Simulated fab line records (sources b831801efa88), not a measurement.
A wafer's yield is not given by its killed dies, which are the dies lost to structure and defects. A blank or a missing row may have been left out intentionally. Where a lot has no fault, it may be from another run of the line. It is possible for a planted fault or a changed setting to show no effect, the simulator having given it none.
One fault through the eyes of 2 desks + flow gf180mcu + each desk has only its own numbers; what lay behind them comes last

## DESK OF THE TOOL OWNER: implanter-03
The tool's own readings at GF_HV_LDD_IMPLANT_35, given as means over the sampled wafers that have a number, one for each lot that went through this tool. Marked OUT: a lot whose mean sits more than 4 standard deviations from the usual mean, which makes it out of limits; the brackets give that distance.
Columns: A = tiltDeg at GF_HV_LDD_IMPLANT_35, usual 29.996 degrees
| lot  | first seen here | A                        |
|------|-----------------|--------------------------|
| L501 | day 11 21:04    | 29.984                   |
| L503 | day 12 14:11    | 30.016                   |
| L504 | day 12 22:38    | 29.972                   |
| L505 | day 13 06:08    | 29.991                   |
| L516 | day 16 15:50    | 30.000                   |
| L518 | day 17 06:32    | 0.004 (-99 or more) OUT  |
| L520 | day 18 04:02    | -0.001 (-99 or more) OUT |
This desk's verdict: out of limits on L518, L520, starting with L518 at day 17 06:32 (tiltDeg at GF_HV_LDD_IMPLANT_35). L501, L503, L504, L505, L516: within limits.

## METROLOGY DESK
Means of the sampled wafers that have a number, per lot and without regard to the tool the lot ran on: this is what the gauges read. Marked OUT: a lot whose mean sits more than 4 standard deviations from the usual mean, which makes it out of limits; the brackets give that distance.
Columns: A = HV_LDD_3_TW at GF_HV_LDD_TW_MEAS_38, usual 1440; B = cdNm at GF_HV_LDD_CD_MEAS_46, usual 400.3 nm; C = HV_LDD_RS at GF_HV_LDD_RS_MEAS_53, usual 418.4 ohm/sq
| lot  | first seen here | A    | B     | C               |
|------|-----------------|------|-------|-----------------|
| L501 | day 11 21:26    | 1429 | 402.9 | 419.2           |
| L503 | day 12 14:33    | 1444 | 400.5 | 418.0           |
| L504 | day 12 23:00    | 1445 | 399.3 | 418.5           |
| L505 | day 13 06:32    | 1433 | 400.2 | 418.9           |
| L509 | day 14 13:01    | 1428 | 396.9 | 419.0           |
| L511 | day 15 07:47    | 1438 | 399.9 | 418.8           |
| L512 | day 15 11:11    | 1438 | 400.4 | 418.3           |
| L513 | day 15 18:39    | 1428 | 401.2 | 417.3           |
| L516 | day 16 16:13    | 1441 | 400.9 | 418.4           |
| L518 | day 17 06:56    | 1418 | 401.4 | 374.3 (-51) OUT |
| L520 | day 18 04:26    | 1410 | 399.8 | 374.8 (-51) OUT |
| L521 | day 18 11:26    | 1447 | 397.2 | 418.7           |
| L522 | day 18 15:15    | 1442 | 396.6 | 419.0           |
| L523 | day 19 08:37    | 1447 | 404.0 | 418.4           |
This desk's result: L518, L520 out of limits, first on L518 (HV_LDD_RS at GF_HV_LDD_RS_MEAS_53), day 18 07:12. L501, L503, L504, L505, L509, L511, L512, L513, L516, L521, L522, L523: within limits.

## PUT TOGETHER
On L518, L520, at day 17 06:32, an alarm was possible from the tool owner's desk.
L518, L520 would have let the metrology desk raise an alarm at day 18 07:12.
Of the lots named, all ran GF_HV_LDD_IMPLANT_35 on implanter-03.

## WHAT THE SIMULATOR PUT IN
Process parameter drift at GF_HV_LDD_IMPLANT_35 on implanter-03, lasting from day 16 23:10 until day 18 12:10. Setting tiltDeg shifted by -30 from 30. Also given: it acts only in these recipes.
Shown lots that were struck: L518, L520.
Counting hours from when the fault started, the first reading out of limits came at 7 for the tool owner's desk and at 32 for the metrology desk.
